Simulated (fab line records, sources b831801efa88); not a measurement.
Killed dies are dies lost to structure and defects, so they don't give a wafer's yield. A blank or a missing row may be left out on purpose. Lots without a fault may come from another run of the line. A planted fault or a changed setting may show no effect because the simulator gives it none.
Which tool did it? | flow gf180mcu | 13 lots, 38 wafers sampled, at 2 steps of a route of 602

WHAT THE GAUGES READ, wafer by wafer
GF_VT_IMPLANT_OVL_MEAS_40. Usual: VT_IMPLANT_03_OVL -0.2 nm, standard deviation 1.3.
lot  | measured     | on         | VT_IMPLANT_03_OVL (nm) | flag
L648 | day 7 12:16  | overlay-02 | 0.5 0.2 -0.3           |
L649 | day 7 20:19  | overlay-02 | 1.3 0.8 0.6            |
L650 | day 8 02:25  | overlay-02 | -1.3 -1.0 -2.1         |
L651 | day 8 09:40  | overlay-01 | -1.7 -0.2 -1.2         |
L652 | day 8 14:56  | overlay-01 | -0.9 -0.1 0.9          |
L654 | day 9 06:19  | overlay-01 | 1.6 1.9 2.6            |
L655 | day 9 18:31  | overlay-02 | 1.5 0.4 3.1            |
L657 | day 10 03:19 | overlay-02 | -0.3 0.6 0.0           |
L658 | day 10 09:26 | overlay-02 | 0.4 2.0 0.6            |
L659 | day 10 18:22 | overlay-01 | -1.5 -3.2 -1.5         |
L665 | day 12 09:52 | overlay-01 | -0.8 -0.5              |
L670 | day 13 19:13 | overlay-02 | -0.3 -0.1 -1.1         |
L671 | day 14 02:37 | overlay-02 | -1.7 -0.5 0.6          |

GF_VT_IMPLANT_RS_MEAS_46: measures by four-point-probe. Usual: MVSD_RS 456.6 ohm/sq, standard deviation 1.2.
lot  | measured     | on            | MVSD_RS (ohm/sq)  | flag
L648 | day 7 12:46  | film_metro-03 | 456.6 457.1 457.1 |
L649 | day 7 20:49  | film_metro-04 | 455.6 454.6 455.7 |
L650 | day 8 03:01  | film_metro-01 | 456.9 456.5 456.6 |
L651 | day 8 10:11  | film_metro-03 | 457.2 455.0 457.0 |
L652 | day 8 15:27  | film_metro-03 | 458.1 459.1 456.7 |
L654 | day 9 06:49  | film_metro-01 | 455.2 457.6 458.4 |
L655 | day 9 19:02  | film_metro-04 | 455.3 454.8 455.7 |
L657 | day 10 03:50 | film_metro-01 | 455.8 457.0 456.5 |
L658 | day 10 09:56 | film_metro-01 | 455.5 454.4 455.6 |
L659 | day 10 18:54 | film_metro-01 | 454.9 455.5 455.8 |
L665 | day 12 10:24 | film_metro-03 | 458.5 458.7       |
L670 | day 13 19:53 | film_metro-03 | 456.1 456.3 455.5 |
L671 | day 14 03:07 | film_metro-01 | 456.4 456.2 457.2 |

WHICH TOOL RAN EACH LOT (tool, then ch and the chambers of the sampled wafers, then the start)
The record holds no process step before these readings.

WHAT THE TOOLS THEMSELVES READ (means of the sampled wafers that have a number; where no wafer has one, the mark that the record gives instead)
The record holds no such reading with a usual standard deviation.

THE ANSWER, worked out from the rows above alone
Rule: a lot is off if the mean of its wafers that have a number lies more than 3 standard deviations from the usual mean. A lot without any number at a reading at which 4 lots or more have one is off too. The other lots that the step has rows for count as sound. The gauges are gone through in route order, then the tools' own readings, and for those a lot's mean is taken as printed above. The first step at which some lot is off is used, and at that step the reading that is off furthest; a lot without a number counts as furthest.
No lot is off at any reading shown: from this, nothing can be told.

WHAT THE SIMULATOR HAD PUT IN
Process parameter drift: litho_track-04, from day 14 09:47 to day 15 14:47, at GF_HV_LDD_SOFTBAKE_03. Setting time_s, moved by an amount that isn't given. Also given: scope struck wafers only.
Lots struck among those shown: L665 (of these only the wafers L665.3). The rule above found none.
